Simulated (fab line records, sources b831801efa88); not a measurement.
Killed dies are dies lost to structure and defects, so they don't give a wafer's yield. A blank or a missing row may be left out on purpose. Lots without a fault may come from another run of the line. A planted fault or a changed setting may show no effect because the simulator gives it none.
Which tool did it? | flow gf180mcu | 13 lots, 39 wafers sampled, at 5 steps of a route of 602

WHAT THE GAUGES READ, wafer by wafer
GF_SAB_THK_MEAS_01.
lot  | measured     | on            | SAB_CVD_00_THK (nm)
L802 | day 14 09:02 | film_metro-02 | 49.3 51.5 50.4
L804 | day 15 03:32 | film_metro-03 | 50.0 50.5 50.4
L805 | day 15 12:35 | film_metro-03 | 50.4 50.1 51.1
L807 | day 16 12:53 | film_metro-03 | 50.6 51.1 50.1
L808 | day 16 21:08 | film_metro-02 | 49.4 50.9 51.2
L809 | day 17 03:06 | film_metro-01 | 49.5 50.8 49.6
L811 | day 17 14:50 | film_metro-02 | 49.3 50.0 51.1
L813 | day 18 10:39 | film_metro-03 | 49.8 51.6 50.6
L814 | day 18 20:59 | film_metro-01 | 48.2 49.9 49.9
L819 | day 20 20:35 | film_metro-01 | 39.7 38.8 39.8
L820 | day 21 01:53 | film_metro-02 | 38.4 38.9 39.2
L822 | day 21 16:26 | film_metro-03 | 49.3 49.5 51.0
L823 | day 21 23:42 | film_metro-02 | 49.1 49.6 50.4

GF_SALICIDE_THK_MEAS_05: measures by xrf.
lot  | measured     | on            | SALICIDE_TIN_THK (nm)
L802 | day 15 07:21 | film_metro-04 | 19.9 20.2 20.0
L804 | day 16 01:06 | film_metro-04 | 19.7 19.9 19.8
L805 | day 16 11:02 | film_metro-03 | 19.6 19.9 19.8
L807 | day 17 12:35 | film_metro-02 | 19.5 19.5 19.4
L808 | day 17 19:50 | film_metro-03 | 20.1 20.0 20.0
L809 | day 18 01:57 | film_metro-02 | 19.5 19.1 19.4
L811 | day 18 14:13 | film_metro-04 | 20.0 20.1 19.9
L813 | day 19 10:30 | film_metro-03 | 19.8 19.9 19.8
L814 | day 19 21:21 | film_metro-02 | 19.6 19.7 19.5
L819 | day 21 21:20 | film_metro-04 | 20.4 20.2 20.5
L820 | day 22 02:20 | film_metro-03 | 20.1 20.2 20.1
L822 | day 22 16:29 | film_metro-04 | 20.1 19.8 19.6
L823 | day 23 00:32 | film_metro-04 | 19.8 20.1 19.8

GF_CONTACT_BOW_MEAS_05.
lot  | measured     | on            | CONTACT_BOW (um)
L802 | day 15 08:15 | film_metro-04 | 76 50 69
L804 | day 16 01:59 | film_metro-01 | 70 61 70
L805 | day 16 11:56 | film_metro-01 | 72 66 69
L807 | day 17 13:29 | film_metro-04 | 61 56 66
L808 | day 17 20:44 | film_metro-04 | 73 76 62
L809 | day 18 02:52 | film_metro-03 | 72 65 68
L811 | day 18 15:07 | film_metro-04 | 60 70 65
L813 | day 19 11:24 | film_metro-03 | 62 55 71
L814 | day 19 22:14 | film_metro-04 | 76 66 70
L819 | day 21 22:14 | film_metro-04 | 67 76 65
L820 | day 22 03:41 | film_metro-04 | 57 75 63
L822 | day 22 17:28 | film_metro-01 | 66 68 58
L823 | day 23 01:26 | film_metro-03 | 63 63 71

WHICH TOOL RAN EACH LOT (tool, then ch and the chambers of the sampled wafers, then the start)
lot  | GF_SAB_CVD_00                   | GF_SALICIDE_SPUTTER_03
L802 | pecvd-04 ch 0,1, day 14 09:00   | pvd_sputter-01, day 15 07:12
L804 | pecvd-04 ch 0,2, day 15 03:31   | pvd_sputter-03, day 16 00:56
L805 | pecvd-01 ch 0,1, day 15 12:34   | pvd_sputter-03, day 16 10:53
L807 | pecvd-01 ch 1,2, day 16 12:52   | pvd_sputter-03, day 17 12:25
L808 | pecvd-04 ch 0,1,2, day 16 21:06 | pvd_sputter-04, day 17 19:41
L809 | pecvd-02 ch 0,1,2, day 17 03:03 | pvd_sputter-03, day 18 01:48
L811 | pecvd-01 ch 0,1, day 17 14:49   | pvd_sputter-01, day 18 14:04
L813 | pecvd-04 ch 0,2, day 18 10:37   | pvd_sputter-03, day 19 10:20
L814 | pecvd-02 ch 0,2, day 18 20:58   | pvd_sputter-03, day 19 21:12
L819 | pecvd-02 ch 0,2, day 20 20:33   | pvd_sputter-01, day 21 21:11
L820 | pecvd-02 ch 0,1, day 21 01:52   | pvd_sputter-01, day 22 02:11
L822 | pecvd-04 ch 0,1, day 21 16:24   | pvd_sputter-04, day 22 16:20
L823 | pecvd-01 ch 0,1, day 21 23:40   | pvd_sputter-04, day 23 00:23
- GF_SAB_CVD_00: deposits SiO2 from TEOS, target thk 50 nm, time 4.9302 s.
- GF_SALICIDE_SPUTTER_03: material TiN, target thk 20 nm, time 16.7 s.

WHAT THE TOOLS THEMSELVES READ (means of the sampled wafers that have a number; where no wafer has one, the mark that the record gives instead)
GF_SAB_CVD_00.
lot  | tool     | heater_power_w (W)
L802 | pecvd-04 | 670
L804 | pecvd-04 | 750
L805 | pecvd-01 | 733
L807 | pecvd-01 | 696
L808 | pecvd-04 | 764
L809 | pecvd-02 | 594
L811 | pecvd-01 | 696
L813 | pecvd-04 | 705
L814 | pecvd-02 | 636
L819 | pecvd-02 | 627
L820 | pecvd-02 | 627
L822 | pecvd-04 | 692
L823 | pecvd-01 | 690

GF_SALICIDE_SPUTTER_03.
lot  | tool           | cathode_dc_power_W (W) | chamber_pressure_pa (Pa) | throttle_valve_pct (%)
L802 | pvd_sputter-01 | 6500.7                 | 0.3999                   | 30.2
L804 | pvd_sputter-03 | 6500.4                 | 0.3997                   | 29.0
L805 | pvd_sputter-03 | 6501.0                 | 0.3993                   | 28.8
L807 | pvd_sputter-03 | 6501.3                 | 0.3999                   | 28.4
L808 | pvd_sputter-04 | 6500.0                 | 0.4000                   | 31.0
L809 | pvd_sputter-03 | 6500.5                 | 0.3999                   | 29.8
L811 | pvd_sputter-01 | 6500.3                 | 0.3997                   | 29.7
L813 | pvd_sputter-03 | 6501.3                 | 0.3993                   | 28.5
L814 | pvd_sputter-03 | 6499.4                 | 0.4002                   | 29.8
L819 | pvd_sputter-01 | 6498.6                 | 0.3997                   | 29.8
L820 | pvd_sputter-01 | 6499.5                 | 0.4003                   | 30.3
L822 | pvd_sputter-04 | 6501.3                 | 0.4005                   | 31.3
L823 | pvd_sputter-04 | 6498.5                 | 0.4001                   | 30.8

THE ANSWER, worked out from the rows above alone
Rule: what is usual is taken from the lots themselves. Put in order of their means at a reading, lots are off if they are a third of the lots or fewer, leave a main group of 4 or more, and stand apart from it by a gap of 3 or more times the standard deviation of the main group's means; of several such gaps the widest counts. A main group whose means are all the same, to the digits that the tables above print for the reading, isn't used. A lot without any number at a reading at which 4 lots or more have one is off too. The other lots that the step has rows for count as sound. The gauges are gone through in route order, then the tools' own readings, and for those a lot's mean is taken as printed above. The first step at which some lot is off is used, and at that step the reading that is off furthest; a lot without a number counts as furthest.
Off: L819, L820, at GF_SAB_THK_MEAS_01 (SAB_CVD_00_THK). The main group: mean 50.2 nm, standard deviation 0.4.
A tool fits if, at a process step before that reading, it ran every lot that is off, and no sound lot after the first of them. The gauges at GF_SAB_THK_MEAS_01 are tried like those tools. One fits: pecvd-02 at GF_SAB_CVD_00. Its last sound lot is L814 (day 18 20:58), its first lot that is off L819 (day 20 20:33): a fault that began between those two fits.

WHAT THE SIMULATOR HAD PUT IN
Site profile drift: pecvd-02, from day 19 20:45 on, at GF_SAB_CVD_00. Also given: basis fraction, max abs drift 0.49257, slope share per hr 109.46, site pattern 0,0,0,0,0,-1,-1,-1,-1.
Lots struck among those shown: L819, L820. The rule above found the same.
